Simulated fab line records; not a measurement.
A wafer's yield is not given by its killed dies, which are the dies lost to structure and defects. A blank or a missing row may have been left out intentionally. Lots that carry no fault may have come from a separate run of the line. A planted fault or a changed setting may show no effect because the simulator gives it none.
Which tool is to blame? -- flow gf180mcu -- 13 lots, 39 wafers sampled, at 5 steps of a route of 602

WHAT THE GAUGES SHOWED, per wafer
GF_MIM_THK_MEAS_06. Usual: for MIM_CVD_05_THK the level is 41.9 nm and the standard deviation is 0.62.
lot,measured,on,MIM_CVD_05_THK (nm),flag
L673,day 24 19:21,film_metro-03,42.0 42.5 42.4,
L675,day 25 08:22,film_metro-01,42.8 41.2 42.6,
L676,day 25 19:23,film_metro-01,41.8 42.0 42.5,
L677,day 26 00:14,film_metro-01,40.9 41.2 41.2,
L679,day 26 15:14,film_metro-01,41.2 41.3 42.1,
L681,day 27 03:34,film_metro-02,32.0 31.8 31.6,OFF
L683,day 27 19:00,film_metro-03,41.0 40.8 32.4,OFF
L685,day 28 08:38,film_metro-02,42.6 41.9 43.1,
L690,day 29 20:44,film_metro-01,41.7 42.2 42.2,
L691,day 30 06:53,film_metro-01,42.0 42.7 42.4,
L692,day 30 09:06,film_metro-03,41.9 42.2 42.4,
L693,day 30 15:25,film_metro-01,41.4 43.5 42.0,
L694,day 31 00:44,film_metro-01,41.6 42.1 41.7,

GF_MIM_RS_MEAS_10: the measuring method here is four-point-probe. Usual: for MIM_ALCU_RS the level is 0.1601 ohm/sq and the standard deviation is 0.002.
lot,measured,on,MIM_ALCU_RS (ohm/sq),flag
L673,day 24 19:31,film_metro-02,0.1580 0.1570 0.1589,
L675,day 25 08:34,film_metro-02,0.1592 0.1634 0.1603,
L676,day 25 19:34,film_metro-02,0.1562 0.1593 0.1583,
L677,day 26 00:25,film_metro-01,0.1593 0.1556 0.1597,
L679,day 26 15:24,film_metro-02,0.1627 0.1627 0.1638,
L681,day 27 03:44,film_metro-02,0.1622 0.1590 0.1599,
L683,day 27 19:10,film_metro-02,0.1615 0.1548 0.1606,
L685,day 28 08:47,film_metro-03,0.1592 0.1635 0.1632,
L690,day 29 20:53,film_metro-02,0.1612 0.1586 0.1610,
L691,day 30 07:02,film_metro-01,0.1611 0.1635 0.1625,
L692,day 30 09:17,film_metro-02,0.1589 0.1617 0.1587,
L693,day 30 15:35,film_metro-02,0.1610 0.1595 0.1605,
L694,day 31 00:54,film_metro-03,0.1596 0.1580 0.1609,

WHICH TOOL RAN EACH LOT (tool, then ch and the chambers of the sampled wafers, then the start)
lot,GF_V4_STRIP_18,GF_V4_SPUTTER_22,GF_MIM_CVD_05
L673,"plasma_asher-01 ch 0,1, day 24 17:52","pvd_sputter-03, day 24 18:28","pecvd-02 ch 0,1, day 24 19:19"
L675,"plasma_asher-01 ch 0,1, day 25 06:53","pvd_sputter-03, day 25 07:27","pecvd-04 ch 0,1,2, day 25 08:19"
L676,"plasma_asher-02 ch 0,1, day 25 17:52","pvd_sputter-03, day 25 18:29","pecvd-01 ch 1,2, day 25 19:20"
L677,"plasma_asher-02 ch 0,1, day 25 22:46","pvd_sputter-01, day 25 23:20","pecvd-02 ch 0,1, day 26 00:11"
L679,"plasma_asher-03 ch 0,1, day 26 13:46","pvd_sputter-01, day 26 14:21","pecvd-02 ch 0,1,2, day 26 15:13"
L681,"plasma_asher-01 ch 0,1, day 27 02:04","pvd_sputter-02, day 27 02:40","pecvd-02 ch 0,1,2, day 27 03:31"
L683,"plasma_asher-01 ch 0,1, day 27 17:07","pvd_sputter-02, day 27 18:03","pecvd-02 ch 0,1, day 27 18:58"
L685,"plasma_asher-03 ch 0, day 28 07:08","pvd_sputter-03, day 28 07:44","pecvd-01 ch 0,2, day 28 08:35"
L690,"plasma_asher-02 ch 0,1, day 29 19:14","pvd_sputter-03, day 29 19:50","pecvd-04 ch 0,1,2, day 29 20:41"
L691,"plasma_asher-03 ch 0,1, day 30 05:22","pvd_sputter-01, day 30 06:00","pecvd-04 ch 0,1, day 30 06:51"
L692,"plasma_asher-03 ch 0,1, day 30 07:37","pvd_sputter-01, day 30 08:11","pecvd-01 ch 0,2, day 30 09:02"
L693,"plasma_asher-03 ch 0,1, day 30 13:55","pvd_sputter-03, day 30 14:32","pecvd-01 ch 0,1,2, day 30 15:23"
L694,"plasma_asher-02 ch 0, day 30 23:14","pvd_sputter-02, day 30 23:50","pecvd-01 ch 0,2, day 31 00:42"
- GF_V4_STRIP_18: strips in O2/N2.
- GF_V4_SPUTTER_22: material TiN, target thk 10 nm, time 40 s.
- GF_MIM_CVD_05: deposits Si3N4, target thk 42 nm, time 29.086 s.

AS READ BY THE TOOLS THEMSELVES (means over the sampled wafers that have a number; for cases with no such wafer, the mark the record gives instead)
GF_V4_STRIP_18. Usual: drypump_motor_current_A 5.7 A, standard deviation 0.36; heater_power_w 349 W, standard deviation 27; oes_product_au 0.594 a.u., standard deviation 0.0054.
lot,tool,drypump_motor_current_A (A),heater_power_w (W),oes_product_au (a.u.),flag
L673,plasma_asher-01,6.0,316,0.598,
L675,plasma_asher-01,6.0,313,0.595,
L676,plasma_asher-02,5.5,362,0.593,
L677,plasma_asher-02,5.4,358,0.594,
L679,plasma_asher-03,5.6,348,0.596,
L681,plasma_asher-01,6.2,301,0.596,
L683,plasma_asher-01,5.9,318,0.597,
L685,plasma_asher-03,5.6,338,0.595,
L690,plasma_asher-02,5.7,363,0.593,
L691,plasma_asher-03,5.6,347,0.601,
L692,plasma_asher-03,5.5,362,0.590,
L693,plasma_asher-03,5.6,354,0.585,
L694,plasma_asher-02,6.0,357,0.598,

GF_V4_SPUTTER_22. Usual: throttle_valve_pct reads 30.2 % (standard deviation 0.72).
lot,tool,throttle_valve_pct (%),flag
L673,pvd_sputter-03,29.5,
L675,pvd_sputter-03,29.4,
L676,pvd_sputter-03,30.2,
L677,pvd_sputter-01,31.1,
L679,pvd_sputter-01,30.1,
L681,pvd_sputter-02,30.8,
L683,pvd_sputter-02,30.7,
L685,pvd_sputter-03,29.7,
L690,pvd_sputter-03,30.3,
L691,pvd_sputter-01,30.6,
L692,pvd_sputter-01,30.5,
L693,pvd_sputter-03,29.6,
L694,pvd_sputter-02,30.7,

GF_MIM_CVD_05. Usual: heater_power_w reads 688 W (standard deviation 100).
lot,tool,heater_power_w (W),flag
L673,pecvd-02,593,
L675,pecvd-04,777,
L676,pecvd-01,739,
L677,pecvd-02,550,
L679,pecvd-02,590,
L681,pecvd-02,592,
L683,pecvd-02,612,
L685,pecvd-01,654,
L690,pecvd-04,727,
L691,pecvd-04,697,
L692,pecvd-01,722,
L693,pecvd-01,778,
L694,pecvd-01,703,

THE ANSWER, worked out from the rows above alone
Rule: take the mean of a lot's wafers that have a number; if it is more than 3 standard deviations from the usual mean, the lot is off. A lot without any number at a reading at which 4 lots or more have one is off too. The other lots that the step has rows for count as sound. The gauges are gone through in route order, then the tools' own readings, and for those a lot's mean is taken as printed above. The first step at which some lot is off is used, and at that step the reading that is off furthest; a lot without a number counts as furthest.
Off: L681, L683, at GF_MIM_THK_MEAS_06 (MIM_CVD_05_THK).
A tool fits if, at a process step before that reading, it ran every lot that is off, and no sound lot after the first of them. Gauges at GF_MIM_THK_MEAS_06: tried the same way as those tools. This does not decide it: 2 tools fit, namely plasma_asher-01 at GF_V4_STRIP_18 and pecvd-02 at GF_MIM_CVD_05.

WHAT THE SIMULATOR PUT IN
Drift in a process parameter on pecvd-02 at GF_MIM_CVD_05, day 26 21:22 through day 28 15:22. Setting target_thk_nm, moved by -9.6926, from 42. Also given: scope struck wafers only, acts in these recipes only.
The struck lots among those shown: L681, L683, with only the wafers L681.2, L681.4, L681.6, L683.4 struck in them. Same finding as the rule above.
